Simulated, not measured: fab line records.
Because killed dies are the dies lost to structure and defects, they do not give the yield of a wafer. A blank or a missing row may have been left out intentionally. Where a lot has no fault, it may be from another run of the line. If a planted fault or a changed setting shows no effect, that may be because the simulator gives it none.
2 desks looking at one fault    flow gf180mcu    only its own numbers are on each desk; what lay behind them is given at the end

## METROLOGY DESK
Means of the sampled wafers that have a number, per lot and without regard to the tool the lot ran on: this is what the gauges read. If a lot's mean is further than 4 standard deviations from the usual mean, the lot is out of limits and carries the mark OUT (the distance appears in the brackets).
Columns: A = HV_LDD_2_TW at GF_HV_LDD_TW_MEAS_23, usual 1055; B = M4_ALCU_RS at GF_M4_RS_MEAS_05, usual 0.0696 ohm/sq
lot   first seen here  A               B
L612  day 10 20:49     1031            0.0701
L613  day 11 11:28     1058            0.0695
L615  day 12 07:15     1058            0.0692
L616  day 12 15:02     1068            0.0677
L619  day 13 11:31     1068            0.0673
L618  day 13 12:28     1059            0.0699
L621  day 14 04:28     1774 (+72) OUT  0.0711
L623  day 14 12:55     1056            0.0703
L624  day 14 21:58     1748 (+69) OUT  0.0682
L630  day 16 19:37     1041            0.0705
L631  day 17 04:27     1058            0.0709
L633  day 17 19:39     1061            0.0690
L634  day 18 06:52     1054            0.0709
Per this desk, out of limits: L621, L624; the first was L621, day 14 04:28 (HV_LDD_2_TW at GF_HV_LDD_TW_MEAS_23). L612, L613, L615, L616, L619, L618, L623, L630, L631, L633, L634 stayed within limits.

## DESK OF THE TOOL OWNER: implanter-04
For each lot that ran on this tool, the mean over its sampled wafers that have a number, from the tool's own readings at GF_HV_LDD_IMPLANT_21. If a lot's mean is further than 4 standard deviations from the usual mean, the lot is out of limits and carries the mark OUT (the distance appears in the brackets).
Columns: A = beam_on_s at GF_HV_LDD_IMPLANT_21, usual 10.02 s; B = dose_ions_cm2 at GF_HV_LDD_IMPLANT_21, usual 5.002e+13; C = faraday_current_uA at GF_HV_LDD_IMPLANT_21, usual 281
lot   first seen here  A                B                            C
L612  day 10 20:34     9.75             4.998e+13                    289
L618  day 13 12:13     9.95             5.004e+13                    283
L621  day 14 04:13     21.32 (+56) OUT  2.638e+14 (+99 or more) OUT  699 (+73) OUT
L624  day 14 21:45     21.00 (+55) OUT  2.638e+14 (+99 or more) OUT  710 (+75) OUT
L631  day 17 04:14     10.19            5.002e+13                    277
This desk's verdict: out of limits on L621, L624, starting with L621 at day 14 04:13 (beam_on_s at GF_HV_LDD_IMPLANT_21). L612, L618, L631 stayed within limits.

## TAKEN TOGETHER
The tool owner's desk could have raised an alarm at day 14 04:13, on L621, L624.
Metrology desk: alarm possible at day 14 04:28 on L621, L624.
Of the lots named, all ran GF_HV_LDD_IMPLANT_21 on implanter-04.

## WHAT THE SIMULATOR PUT IN
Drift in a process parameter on implanter-04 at GF_HV_LDD_IMPLANT_21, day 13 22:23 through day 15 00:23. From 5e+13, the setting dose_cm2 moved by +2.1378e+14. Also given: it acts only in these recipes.
Lots struck among those shown: L621, L624.
Time in hours from fault onset to the first out-of-limits reading at each desk: tool owner's desk 6, metrology desk 6.
